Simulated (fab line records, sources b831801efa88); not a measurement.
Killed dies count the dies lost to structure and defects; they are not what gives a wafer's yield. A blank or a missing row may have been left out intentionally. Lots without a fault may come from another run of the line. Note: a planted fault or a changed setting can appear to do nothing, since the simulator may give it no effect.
Which of the tools did it?	flow gf180mcu	12 lots with 36 wafers sampled at 4 steps, on a route of 602 steps

WHAT EACH GAUGE READ, for each wafer
GF_V5_THK_MEAS_01. Usual: V5_CVD_00_THK typically reads 300 nm, with standard deviation 3.1.
lot	measured	on	V5_CVD_00_THK (nm)	flag
L587	day 26 12:59	film-metro-04	306 302 302	
L588	day 26 23:08	film-metro-02	301 299 302	
L589	day 27 02:23	film-metro-02	308 306 309	
L592	day 28 07:05	film-metro-01	302 307 300	
L593	day 28 18:00	film-metro-02	305 300 301	
L597	day 29 22:24	film-metro-04	299 298 302	
L598	day 30 05:34	film-metro-02	294 297 297	
L599	day 30 11:32	film-metro-02	302 298 301	
L600	day 30 18:26	film-metro-04	298 297 297	
L604	day 31 21:26	film-metro-01	298 298 302	
L607	day 32 05:58	film-metro-02	298 292 297	
L609	day 32 20:47	film-metro-02	301 304 301	

GF_V5_CD_MEAS_14 targets a cd of 260 nm. Usual: cd-nm reads 260.0 nm (standard deviation 1.2).
lot	measured	on	cd-nm (nm)	flag
L587	day 27 10:31	cd-sem-01	261.7 261.4 260.1	
L588	day 27 20:02	cd-sem-02	259.5 259.5 259.3	
L589	day 27 22:28	cd-sem-01	261.4 261.9 262.3	
L592	day 29 03:05	cd-sem-01	258.1 258.2 257.8	
L593	day 29 13:50	cd-sem-01	260.0 259.5 259.8	
L597	day 30 17:55	cd-sem-02	260.6 260.1 259.2	
L598	day 31 00:04	cd-sem-01	274.0 272.7 273.0	OFF
L599	day 31 06:04	cd-sem-02	271.3 271.7 271.9	OFF
L600	day 31 11:59	cd-sem-02	268.5 267.3 268.2	OFF
L604	day 32 14:32	cd-sem-01	258.5 258.7 260.4	
L607	day 32 23:01	cd-sem-01	260.8 260.8 261.2	
L609	day 33 12:59	cd-sem-01	259.7 259.7 260.1	

TOOL THAT RAN EACH LOT (tool first, then ch and the chambers of the sampled wafers, then the start)
lot	GF_M5_STRIP_11	GF_V5_EXPOSE_11
L587	plasma-asher-01 ch 0,1, day 26 12:25	krf-scanner-02 ch 0, day 27 00:38
L588	plasma-asher-03 ch 0,1, day 26 22:32	krf-scanner-02 ch 0, day 27 10:14
L589	plasma-asher-02 ch 0,1, day 27 01:47	krf-scanner-02 ch 0, day 27 12:49
L592	plasma-asher-01 ch 0,1, day 28 06:28	krf-scanner-02 ch 0, day 28 17:56
L593	plasma-asher-01 ch 0, day 28 17:25	krf-scanner-02 ch 0, day 29 04:32
L597	plasma-asher-02 ch 0,1, day 29 21:50	krf-scanner-02 ch 0, day 30 08:43
L598	plasma-asher-01 ch 0,1, day 30 04:35	krf-scanner-02 ch 0, day 30 15:04
L599	plasma-asher-03 ch 0,1, day 30 10:57	krf-scanner-02 ch 0, day 30 21:31
L600	plasma-asher-03 ch 0,1, day 30 17:50	krf-scanner-02 ch 0, day 31 03:49
L604	plasma-asher-02 ch 0,1, day 31 20:51	krf-scanner-01 ch 0, day 32 06:25
L607	plasma-asher-01 ch 0,1, day 32 05:22	krf-scanner-01 ch 0, day 32 15:23
L609	plasma-asher-03 ch 0,1, day 32 20:12	krf-scanner-01 ch 0, day 33 05:31
- GF_M5_STRIP_11: strips in O2/N2.
- GF_V5_EXPOSE_11: exposes mask Via5, target cd 260 nm.

WHAT THE TOOLS THEMSELVES READ (means of the sampled wafers that have a number; where no wafer has one, the mark that the record gives instead)
GF_M5_STRIP_11. Usual: drypump-motor-current-A 5.68 A, standard deviation 0.25; heater-power-w 330 W, standard deviation 29; oes-product-au 0.523 a.u., standard deviation 0.0044; strip-time-to-endpoint-s 7.04 s, standard deviation 0.037.
lot	tool	drypump-motor-current-A (A)	heater-power-w (W)	oes-product-au (a.u.)	strip-time-to-endpoint-s (s)	flag
L587	plasma-asher-01	5.73	305	0.524	7.00	
L588	plasma-asher-03	5.81	354	0.520	7.07	
L589	plasma-asher-02	5.53	322	0.526	7.07	
L592	plasma-asher-01	5.87	311	0.522	7.03	
L593	plasma-asher-01	6.02	325	0.520	7.06	
L597	plasma-asher-02	5.50	319	0.524	7.02	
L598	plasma-asher-01	5.74	307	0.526	7.03	
L599	plasma-asher-03	5.83	357	0.523	7.08	
L600	plasma-asher-03	5.82	354	0.522	7.05	
L604	plasma-asher-02	5.37	338	0.522	7.03	
L607	plasma-asher-01	5.75	306	0.520	7.00	
L609	plasma-asher-03	5.68	331	0.527	7.04	

GF_V5_EXPOSE_11. Usual: exposure-dose-mJ-cm2 reads 37.94 (standard deviation 0.032).
lot	tool	exposure-dose-mJ-cm2	flag
L587	krf-scanner-02	37.96	
L588	krf-scanner-02	37.95	
L589	krf-scanner-02	37.93	
L592	krf-scanner-02	37.95	
L593	krf-scanner-02	37.94	
L597	krf-scanner-02	37.92	
L598	krf-scanner-02	40.88	OFF
L599	krf-scanner-02	40.86	OFF
L600	krf-scanner-02	40.27	OFF
L604	krf-scanner-01	37.92	
L607	krf-scanner-01	37.95	
L609	krf-scanner-01	37.94	

THE ANSWER, worked out from the rows above alone
Rule: take the mean of a lot's wafers that have a number; if it is more than 3 standard deviations from the usual mean, the lot is off. A lot without any number at a reading at which 4 lots or more have one is off too. Any other lot the step has rows for is counted as sound. Order of review: gauges by route order, followed by the tools' own readings, for which a lot's mean as printed above is used. At the first step where some lot is off, the reading lying furthest off is the one used; lots without a number count as furthest.
Off: L598, L599, L600, at GF_V5_CD_MEAS_14 (cd-nm).
A tool fits if, at a process step before that reading, it ran every lot that is off, and no sound lot after the first of them. The gauges at GF_V5_CD_MEAS_14 aren't tried: what is off there is off at GF_V5_EXPOSE_11 too, on other tools, and a gauge's error can't cause that. One fits: GF_V5_EXPOSE_11 on krf-scanner-02. A fault onset in the window from L597 (day 30 08:43, its last sound lot) to L598 (day 30 15:04, its first lot off) fits.
On the lots that are off, the tool's own readings at GF_V5_EXPOSE_11 differ by more than 5 times the standard deviation of the sound lots' means, which bears it out; exposure-dose-mJ-cm2 reads 40.67 there versus 37.94 on the sound lots.

WHAT WAS PUT IN BY THE SIMULATOR
Drift in process parameters on krf-scanner-02 at GF_V5_EXPOSE_11, starting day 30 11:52. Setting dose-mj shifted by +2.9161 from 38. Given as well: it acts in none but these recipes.
Shown lots that were struck: L598, L599, L600. This agrees with what the rule above found.
